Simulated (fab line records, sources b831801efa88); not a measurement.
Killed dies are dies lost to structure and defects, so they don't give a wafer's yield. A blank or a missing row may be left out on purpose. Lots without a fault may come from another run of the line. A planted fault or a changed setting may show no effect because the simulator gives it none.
Problem report in the 8D (eight disciplines) form, filled by code | flow sfq_line | the parts of the form that need people (team, actions taken, sign-off) are left out

1. THE PROBLEM
L0_MONX_KI_RS at SFQ_L0_RS_MEAS_901 reads a mean of 131.5 ohm/sq on 5 wafers of 2 lots; wafers without a fault read 43.3 ohm/sq with a standard deviation of 0.46. That is +99 or more standard deviations from the usual mean.
The step: measures by four-point-probe.
First seen on wafer L751.4, day 4 00:37, on film_metro-03. The record holds 42 wafers of 14 lots with a number at this step. Rule for "out", or "out of limits": more than 4 standard deviations from the usual mean. The other wafers with a number count as sound.

2. WHAT IT IS AND WHAT IT IS NOT
question                    | is                                     | is not
which readings at this step | L0_MONX_KI_RS                          | -
which lots                  | L751, L753                             | L739, L740, L741, L742, L743, L744, L745, L754, L756, L758, L761, L762
which wafers of those lots  | L751.4, L751.5, L751.6, L753.5, L753.6 | L753.3
read on which gauges        | film_metro-03                          | film_metro-02, film_metro-04
when                        | from day 4 00:37                       | up to then (21 sound wafers); but 16 sound wafers of L753, L754, L756, L758, L761, L762 came after

3. SUSPECTS, AND WHAT RULES EACH OUT
Counting: a tool at a process step up to the reading stays a suspect if it ran every lot that is out. Sound lots after the first of them don't rule it out here, since some wafers of a struck lot are sound.
- the gauge at SFQ_L0_RS_MEAS_901: ruled out. All the wafers that are out were read on film_metro-03, but those of them that SFQ_TRILAYER_L0_ETCH_METAL_ETCH_008 has rows for are out there too, on other tools.
- pvd_sputter-04 at SFQ_TRILAYER_L0_DEP_SPUTTER_003 (material MoNx KI, target thk 40 nm, time 100 s): kept. It ran every lot that is out, first L751 (day 4 00:29); its last sound lot up to then is L745 (day 2 18:29).
Left after counting: pvd_sputter-04 at SFQ_TRILAYER_L0_DEP_SPUTTER_003.

4. THE CAUSE (what the simulator had put in)
Process parameter drift: pvd_sputter-04, from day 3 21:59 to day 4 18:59, at SFQ_TRILAYER_L0_DEP_SPUTTER_003. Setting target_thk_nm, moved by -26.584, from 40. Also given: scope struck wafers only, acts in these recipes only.
Counting left only this tool.

5. THE CHAIN OF EFFECTS, in route order
Each row: a reading whose mean over the struck wafers that have a number lies more than 3 standard deviations from the usual. Only readings for which the record gives a usual standard deviation are gone through. hours: the time from each lot's start at the first step in this table that gives one to its start at this step, as a median over the lots. sigmas: the change in usual standard deviations.
hours | step                                | reading        | usual       | on struck wafers | change | sigmas
0     | SFQ_L0_RS_MEAS_901                  | L0_MONX_KI_RS  | 43.3 ohm/sq | 131.5            | +88.2  | +99 or more
4     | SFQ_L0_THK_MEAS_902                 | L0_MONX_KI_THK | 40.4 nm     | 13.3             | -27.1  | -56
74    | SFQ_TRILAYER_L0_ETCH_METAL_ETCH_008 | oes_product_au | 0.875 a.u.  | 0.541            | -0.334 | -46
The process steps in it:
- SFQ_TRILAYER_L0_ETCH_METAL_ETCH_008: etches MoNx KI in SF6/O2, stops on SiO2, target depth 50 nm, time 25 s.
Later measuring or inspecting steps at which every struck wafer that the step has a row for has a number for every such reading, and none has moved that far: SFQ_M4_RS_MEAS_924.

6. WHAT WOULD HAVE CAUGHT IT SOONER
In this record the first reading out of limits at a measuring or inspecting step was taken at day 4 00:37, 3 hours after the fault began at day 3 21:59.
Of the tool readings at SFQ_TRILAYER_L0_DEP_SPUTTER_003 for which the record gives a usual standard deviation, none was out on any struck wafer, so an alarm limit of 4 standard deviations on them would not have fired.
Of the lots that are out (2), L753 began SFQ_TRILAYER_L0_DEP_SPUTTER_003 on pvd_sputter-04 after day 4 00:37. A hold on the tool at that time would have spared it.
